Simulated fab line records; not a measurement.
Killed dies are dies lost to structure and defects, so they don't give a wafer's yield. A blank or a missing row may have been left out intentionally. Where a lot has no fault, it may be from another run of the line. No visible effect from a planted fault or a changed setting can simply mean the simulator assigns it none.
Comparing a struck lot with a sound one ; flow sky130 ; 17 steps out of a route of 708
Sound: the wafers L677.1, L677.4, L677.5. The struck wafers were L682.1, L682.3, L682.6. The cause is given at the end.
Per side, at each step with rows, come the tool, then ch with its chambers, and then its first start. Under that, the readings that differ: sound wafers ; struck wafers ; difference of the means ; sigmas: that difference in standard deviations of wafers without a fault.
alike: readings whose means differ by less than 2 such deviations, and words and numbers that are the same on both sides. not compared: withheld readings, readings that some wafer has no value for, bounds like >300 that may hide the same value, and numbers for which the record gives no deviation and whose values overlap.
A row with sigmas, a row that says differs or no value, or rows on one side alone: a step with any of these is where the two part. Numbers that have no deviation but don't overlap get no sigmas and don't part them. A reading that every wafer of one side lacks parts them only if that side has two wafers or more.

SKY_FIELD_ISO_THK_MEAS_02:
  sound: filmMetro-04 at day 4 01:02; struck: filmMetro-04 at day 5 01:49
  alike: FIELD_ISO_OXIDATION_00_THK
then, 1 step without rows for these wafers: SKY_FIELD_ISO_CVD_03 (deposits Si3N4 from DCS/NH3, target thk 165 nm, time 2830 s).
SKY_FIELD_ISO_THK_MEAS_04:
  sound: filmMetro-01 at day 4 02:53; struck: filmMetro-01 at day 5 03:46
  alike: FIELD_ISO_CVD_03_THK
then, 8 steps without rows for these wafers: SKY_FIELD_ISO_DEHYDRATE_05 (time 60 s); SKY_FIELD_ISO_HMDS_06 (prime time 60 s); SKY_FIELD_ISO_COAT_07 (resist thk 60 nm); SKY_FIELD_ISO_COAT_08 (resist thk 450 nm); SKY_FIELD_ISO_SOFTBAKE_09 (time 90 s); SKY_FIELD_ISO_EXPOSE_10 (exposes mask FOM, target cd 150 nm); SKY_FIELD_ISO_PEB_11; SKY_FIELD_ISO_DEVELOP_12 (develop time 60 s).
SKY_FIELD_ISO_CD_MEAS_13: the cd target is 150 nm.
  sound: cdSem-01 at day 4 20:19; struck: cdSem-02 at day 5 20:35
  alike: cdNm
SKY_FIELD_ISO_ETCH_14: etches BARC in N2/H2, stops on SiO2, time 45.9 s, target depth 60 nm.
  sound on rieDiel-02 ch 0,3, day 4 20:26; struck on rieDiel-02 ch 2,3, day 5 20:42
reading;sound;struck;difference;sigmas
oesProductAu (a.u.);0.854 0.848 0.842;0.836 0.827 0.831;-0.017;-4
model.KrF-thick_of_FIELD_ISO_COAT_08.thkNm (nm);392.5 392.9 391.9;404.5 406.6 405.6;+13.1;
model.etch.depthNm (nm);59.91 59.95 60.07;57.06 56.13 56.89;-3.28;
model.FIELD_ISO.cdNm (nm);150.7 151.1 149.3;153.6 151.4 151.5;+1.8;
  alike: drypumpMotorCurrentA, h2FlowSccm, throttleValvePct
  not compared: rfHoursCounterH
SKY_FIELD_ISO_ETCH_15: etches the open film in CHF3/O2, stops on Si, target depth 180 nm, time 72 s.
  sound on rieDiel-02 ch 0,3, day 4 20:28; struck on rieDiel-02 ch 2,3, day 5 20:45
reading;sound;struck;difference;sigmas
oesProductAu (a.u.);0.940 0.940 0.952;0.930 0.907 0.926;-0.023;-3
model.KrF-thick_of_FIELD_ISO_COAT_08.thkNm (nm);235.7 239.3 234;243.2 245.8 244.2;+8.1;
  alike: drypumpMotorCurrentA, throttleValvePct
  not compared: rfHoursCounterH
SKY_FIELD_ISO_STRIP_16: strips in O2/N2.
  sound on plasmaAsher-03 ch 0,1, day 4 20:32; struck on plasmaAsher-01 ch 0,1, day 5 20:48
  alike: drypumpMotorCurrentA, oesProductAu, stripTimeToEndpointS
  not compared: rfHoursCounterH
SKY_FIELD_ISO_ETCH_17: etches Si in HBr/Cl2/O2, target depth 342 nm, time 97.7 s.
  sound on rieSi-01 ch 0,2, day 4 20:38; struck on rieSi-02 ch 0,1, day 5 20:54
  alike: drypumpMotorCurrentA, oesProductAu, throttleValvePct
  not compared: rfHoursCounterH
-- the record jumps here: 44 days lie between the struck wafers' starts before and after (it left off in module FIELD_ISO and takes up again in module PAD_OPEN, whose first step shown is number 708 of the route) --
SKY_PAD_OPEN_PROBE_99:
  the record has rows for the struck wafers here (prober-01, day 49 20:22) and none for the sound ones

## WHERE THEY PART
Earliest at SKY_FIELD_ISO_ETCH_14; latest, in this record, at SKY_PAD_OPEN_PROBE_99.

WHY: whatever the simulator had introduced
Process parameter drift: rieDiel-02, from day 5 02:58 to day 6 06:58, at SKY_FIELD_ISO_ETCH_14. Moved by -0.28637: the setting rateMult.
